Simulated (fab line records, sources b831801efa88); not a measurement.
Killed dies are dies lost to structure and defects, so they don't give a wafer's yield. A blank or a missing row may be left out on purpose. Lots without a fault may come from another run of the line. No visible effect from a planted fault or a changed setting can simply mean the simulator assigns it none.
Which of the tools did it? -- flow gf180mcu -- 24 lots, 72 wafers sampled, at 6 steps of a route of 602

WHAT EACH GAUGE READ, for each wafer
GF_M1_OVL_MEAS_15.
lot,measured,on,M1_OVL (nm)
L074,day 17 00:13,overlay-01,-5 -5 -9
L075,day 17 04:52,overlay-01,12 20 13
L076,day 17 20:23,overlay-02,4 8 12
L077,day 18 06:44,overlay-02,7 4 6
L078,day 18 12:15,overlay-01,3 0 3
L079,day 18 22:16,overlay-01,5 7 10
L080,day 19 07:52,overlay-01,11 4 4
L081,day 19 18:27,overlay-01,11 -1 -1
L082,day 20 06:10,overlay-01,6 10 14
L083,day 20 19:50,overlay-02,0 -9 -5
L085,day 21 08:23,overlay-02,0 7 10
L084,day 21 09:24,overlay-01,4 8 5
L086,day 21 16:33,overlay-02,-8 0 -4
L087,day 21 22:31,overlay-02,-9 -5 -3
L088,day 22 13:09,overlay-02,3 -5 -1
L089,day 23 03:43,overlay-01,-1 5 -1
L090,day 23 08:32,overlay-01,1 2 -8
L091,day 23 13:50,overlay-01,3 -1 6
L092,day 23 20:05,overlay-01,-1 4 12
L093,day 24 04:05,overlay-01,3 3 5
L094,day 24 07:56,overlay-01,6 2 6
L095,day 24 21:58,overlay-02,14 1 12
L096,day 25 00:16,overlay-01,-9 -7 -4
L097,day 25 04:49,overlay-02,6 4 0

GF_M2_RS_MEAS_05: uses a four-point probe to measure.
lot,measured,on,M2_ALCU_RS (ohm/sq)
L074,day 18 02:47,film_metro-01,0.0702 0.0697 0.0696
L075,day 18 07:19,film_metro-01,0.0692 0.0684 0.0680
L076,day 18 23:36,film_metro-01,0.0702 0.0690 0.0693
L077,day 19 10:25,film_metro-01,0.0692 0.0714 0.0694
L078,day 19 15:34,film_metro-01,0.0698 0.0689 0.0697
L079,day 20 01:58,film_metro-02,0.0697 0.0694 0.0694
L080,day 20 10:39,film_metro-01,0.0686 0.0697 0.0690
L081,day 20 21:50,film_metro-01,0.0689 0.0694 0.0697
L082,day 21 11:56,film_metro-03,0.0694 0.0693 0.0688
L083,day 21 22:15,film_metro-02,0.0687 0.0691 0.0696
L085,day 22 13:29,film_metro-02,0.0698 0.0703 0.0696
L084,day 22 13:56,film_metro-02,0.0696 0.0698 0.0693
L086,day 22 20:08,film_metro-03,0.0695 0.0686 0.0683
L087,day 23 01:02,film_metro-02,0.0688 0.0682 0.0692
L088,day 23 15:46,film_metro-02,0.0689 0.0679 0.0684
L089,day 24 05:07,film_metro-02,0.0686 0.0687 0.0690
L090,day 24 10:50,film_metro-02,0.0690 0.0677 0.0687
L091,day 24 15:57,film_metro-01,0.0702 0.0698 0.0695
L092,day 24 21:47,film_metro-03,0.0680 0.0707 0.0693
L093,day 25 05:24,film_metro-01,0.0687 0.0701 0.0713
L094,day 25 09:11,film_metro-03,0.0698 0.0684 0.0703
L095,day 25 22:14,film_metro-01,0.0696 0.0707 0.0699
L096,day 26 00:10,film_metro-01,0.0688 0.0680 0.0685
L097,day 26 05:27,film_metro-03,0.0691 0.0696 0.0691

GF_M2_THK_MEAS_06: measures by xrf.
lot,measured,on,M2_ALCU_THK (nm)
L074,day 18 02:55,film_metro-01,444 447 444
L075,day 18 07:25,film_metro-01,447 451 454
L076,day 18 23:43,film_metro-01,443 450 448
L077,day 19 10:32,film_metro-01,447 431 447
L078,day 19 15:41,film_metro-01,443 450 444
L079,day 20 02:04,film_metro-02,444 445 446
L080,day 20 10:46,film_metro-01,454 445 449
L081,day 20 21:56,film_metro-01,450 446 444
L082,day 21 12:03,film_metro-03,446 446 449
L083,day 21 22:21,film_metro-02,448 445 442
L085,day 22 13:35,film_metro-02,438 433 443
L084,day 22 14:02,film_metro-02,440 438 442
L086,day 22 20:14,film_metro-03,445 450 455
L087,day 23 01:09,film_metro-02,446 448 443
L088,day 23 15:52,film_metro-02,445 451 449
L089,day 24 05:13,film_metro-02,447 448 444
L090,day 24 10:58,film_metro-02,445 451 445
L091,day 24 16:04,film_metro-01,443 445 444
L092,day 24 21:54,film_metro-03,453 439 444
L093,day 25 05:31,film_metro-01,449 444 434
L094,day 25 09:18,film_metro-03,443 449 439
L095,day 25 22:22,film_metro-01,446 441 445
L096,day 26 00:16,film_metro-01,449 455 453
L097,day 26 05:34,film_metro-03,445 442 444

GF_V3_CD_MEAS_14 targets a cd of 260 nm.
lot,measured,on,cd_nm (nm)
L074,day 22 07:55,cd_sem-02,263.4 261.4 262.1
L075,day 22 12:26,cd_sem-01,257.4 258.9 258.4
L076,day 23 03:12,cd_sem-01,258.1 257.8 258.8
L077,day 23 14:12,cd_sem-02,261.4 259.4 260.3
L078,day 23 18:05,cd_sem-01,258.8 259.9 258.4
L079,day 24 04:20,cd_sem-02,261.1 259.2 260.3
L080,day 24 14:35,cd_sem-02,258.2 257.8 258.7
L081,day 24 22:09,cd_sem-01,260.5 259.7 259.7
L082,day 25 09:45,cd_sem-02,261.0 258.9 259.7
L083,day 25 20:23,cd_sem-02,258.2 258.1 260.3
L085,day 26 09:41,cd_sem-01,259.4 259.6 259.3
L084,day 26 11:37,cd_sem-01,261.1 260.4 260.9
L086,day 26 16:38,cd_sem-01,260.0 261.3 259.6
L087,day 26 21:46,cd_sem-02,259.4 258.4 259.3
L088,day 27 09:53,cd_sem-02,261.6 261.6 261.5
L089,day 27 23:17,cd_sem-02,260.2 261.4 260.4
L090,day 28 03:18,cd_sem-02,258.0 259.2 258.4
L091,day 28 09:02,cd_sem-01,257.9 257.8 258.4
L092,day 28 11:57,cd_sem-01,261.1 260.9 259.9
L093,day 28 19:25,cd_sem-02,261.2 260.9 261.2
L094,day 29 00:00,cd_sem-02,259.3 259.6 259.7
L095,day 29 10:03,cd_sem-02,260.0 260.9 260.3
L096,day 29 11:41,cd_sem-01,258.0 257.4 257.7
L097,day 29 15:55,cd_sem-01,259.6 260.1 258.0

EACH LOT AND THE TOOL THAT RAN IT (in order: tool; ch and the chambers of the sampled wafers; start)
lot,GF_V1_SPUTTER_22,GF_M2_SPUTTER_00
L074,"pvd_sputter-02, day 18 01:54","pvd_sputter-01, day 18 02:34"
L075,"pvd_sputter-02, day 18 06:25","pvd_sputter-03, day 18 07:02"
L076,"pvd_sputter-01, day 18 22:44","pvd_sputter-01, day 18 23:22"
L077,"pvd_sputter-02, day 19 09:34","pvd_sputter-02, day 19 10:11"
L078,"pvd_sputter-04, day 19 14:42","pvd_sputter-03, day 19 15:20"
L079,"pvd_sputter-02, day 20 01:05","pvd_sputter-03, day 20 01:43"
L080,"pvd_sputter-02, day 20 09:47","pvd_sputter-01, day 20 10:25"
L081,"pvd_sputter-04, day 20 20:56","pvd_sputter-03, day 20 21:34"
L082,"pvd_sputter-04, day 21 08:37","pvd_sputter-03, day 21 11:43"
L083,"pvd_sputter-01, day 21 21:22","pvd_sputter-03, day 21 21:59"
L085,"pvd_sputter-01, day 22 12:35","pvd_sputter-01, day 22 13:13"
L084,"pvd_sputter-02, day 22 13:04","pvd_sputter-03, day 22 13:41"
L086,"pvd_sputter-02, day 22 19:16","pvd_sputter-01, day 22 19:53"
L087,"pvd_sputter-04, day 23 00:11","pvd_sputter-03, day 23 00:49"
L088,"pvd_sputter-04, day 23 14:16","pvd_sputter-02, day 23 15:31"
L089,"pvd_sputter-04, day 24 04:14","pvd_sputter-03, day 24 04:52"
L090,"pvd_sputter-04, day 24 09:59","pvd_sputter-02, day 24 10:37"
L091,"pvd_sputter-02, day 24 15:05","pvd_sputter-03, day 24 15:43"
L092,"pvd_sputter-04, day 24 20:38","pvd_sputter-02, day 24 21:34"
L093,"pvd_sputter-04, day 25 04:33","pvd_sputter-02, day 25 05:11"
L094,"pvd_sputter-02, day 25 08:20","pvd_sputter-01, day 25 08:58"
L095,"pvd_sputter-04, day 25 21:23","pvd_sputter-03, day 25 22:01"
L096,"pvd_sputter-01, day 25 23:17","pvd_sputter-02, day 25 23:55"
L097,"pvd_sputter-01, day 26 04:36","pvd_sputter-01, day 26 05:14"
- GF_V1_SPUTTER_22: material TiN, target thk 10 nm, time 40 s.
- GF_M2_SPUTTER_00: material Ti, target thk 37.5 nm, time 150 s.

AS READ BY THE TOOLS THEMSELVES (means over the sampled wafers that have a number; for cases with no such wafer, the mark the record gives instead)
GF_V1_SPUTTER_22.
lot,tool,throttle_valve_pct (%)
L074,pvd_sputter-02,29.7
L075,pvd_sputter-02,30.1
L076,pvd_sputter-01,29.4
L077,pvd_sputter-02,30.2
L078,pvd_sputter-04,31.1
L079,pvd_sputter-02,30.3
L080,pvd_sputter-02,30.5
L081,pvd_sputter-04,30.9
L082,pvd_sputter-04,30.5
L083,pvd_sputter-01,30.4
L085,pvd_sputter-01,29.4
L084,pvd_sputter-02,30.5
L086,pvd_sputter-02,30.0
L087,pvd_sputter-04,31.2
L088,pvd_sputter-04,30.9
L089,pvd_sputter-04,31.2
L090,pvd_sputter-04,30.8
L091,pvd_sputter-02,30.7
L092,pvd_sputter-04,30.5
L093,pvd_sputter-04,30.7
L094,pvd_sputter-02,30.6
L095,pvd_sputter-04,30.4
L096,pvd_sputter-01,29.3
L097,pvd_sputter-01,28.4

GF_M2_SPUTTER_00.
lot,tool,throttle_valve_pct (%)
L074,pvd_sputter-01,29.5
L075,pvd_sputter-03,31.1
L076,pvd_sputter-01,29.3
L077,pvd_sputter-02,29.6
L078,pvd_sputter-03,30.5
L079,pvd_sputter-03,31.2
L080,pvd_sputter-01,29.3
L081,pvd_sputter-03,30.4
L082,pvd_sputter-03,31.0
L083,pvd_sputter-03,31.2
L085,pvd_sputter-01,29.1
L084,pvd_sputter-03,30.8
L086,pvd_sputter-01,29.4
L087,pvd_sputter-03,31.0
L088,pvd_sputter-02,30.1
L089,pvd_sputter-03,30.8
L090,pvd_sputter-02,30.2
L091,pvd_sputter-03,31.2
L092,pvd_sputter-02,30.2
L093,pvd_sputter-02,30.1
L094,pvd_sputter-01,29.4
L095,pvd_sputter-03,30.8
L096,pvd_sputter-02,29.8
L097,pvd_sputter-01,30.4

THE ANSWER, worked out from the rows above alone
Rule: the usual values come from the lots themselves. The widest of any qualifying gaps counts: lots, ordered by their means at a reading, are off when they make up no more than a third of the lots, leave a main group of 4 or more, and stand apart from it by 3 or more times the standard deviation of that group's means. The tables above print the reading to a certain number of digits; a main group whose means all agree to those digits is not used. Also off: a lot with no number at a reading for which 4 or more lots have one. The other lots that the step has rows for count as sound. After the gauges, taken in route order, come the tools' own readings; for these a lot's mean is taken, as printed above. The first step at which some lot is off is used, and at that step the reading that is off furthest; a lot without a number counts as furthest.
No lot is off at any reading shown: from this, nothing can be told.

WHAT THE SIMULATOR PUT IN
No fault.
